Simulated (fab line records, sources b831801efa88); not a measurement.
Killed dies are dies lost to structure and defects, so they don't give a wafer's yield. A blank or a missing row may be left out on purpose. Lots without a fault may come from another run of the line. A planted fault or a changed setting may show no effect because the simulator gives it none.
Which tool did it? | flow sky130 | 10 lots, 30 wafers sampled, at 1 step of a route of 708

WHAT THE GAUGES READ, wafer by wafer
SKY_RES_XHIGH_TW_MEAS_09.
lot  | measured     | on            | RES_XHIGH_TW
L582 | day 27 01:31 | film_metro-03 | 1661 1666 1662
L583 | day 27 04:34 | film_metro-04 | 1617 1620 1629
L584 | day 27 08:53 | film_metro-04 | 1611 1616 1621
L585 | day 27 17:58 | film_metro-03 | 1663 1672 1672
L586 | day 28 03:14 | film_metro-03 | 1655 1660 1666
L587 | day 28 10:30 | film_metro-03 | 1663 1659 1658
L588 | day 28 15:49 | film_metro-01 | 1639 1641 1645
L589 | day 29 02:46 | film_metro-03 | 1661 1656 1654
L590 | day 29 12:43 | film_metro-04 | 1631 1623 1620
L591 | day 30 01:22 | film_metro-03 | 1665 1658 1655

WHICH TOOL RAN EACH LOT (tool, then ch and the chambers of the sampled wafers, then the start)
The record holds no process step before these readings.

THE ANSWER, worked out from the rows above alone
Rule: what is usual is taken from the lots themselves. Put in order of their means at a reading, lots are off if they are a third of the lots or fewer, leave a main group of 4 or more, and stand apart from it by a gap of 3 or more times the standard deviation of the main group's means; of several such gaps the widest counts. A main group whose means are all the same, to the digits that the tables above print for the reading, isn't used. A lot without any number at a reading at which 4 lots or more have one is off too. The other lots that the step has rows for count as sound.
No lot is off at any reading shown: from this, nothing can be told.

WHAT THE SIMULATOR HAD PUT IN
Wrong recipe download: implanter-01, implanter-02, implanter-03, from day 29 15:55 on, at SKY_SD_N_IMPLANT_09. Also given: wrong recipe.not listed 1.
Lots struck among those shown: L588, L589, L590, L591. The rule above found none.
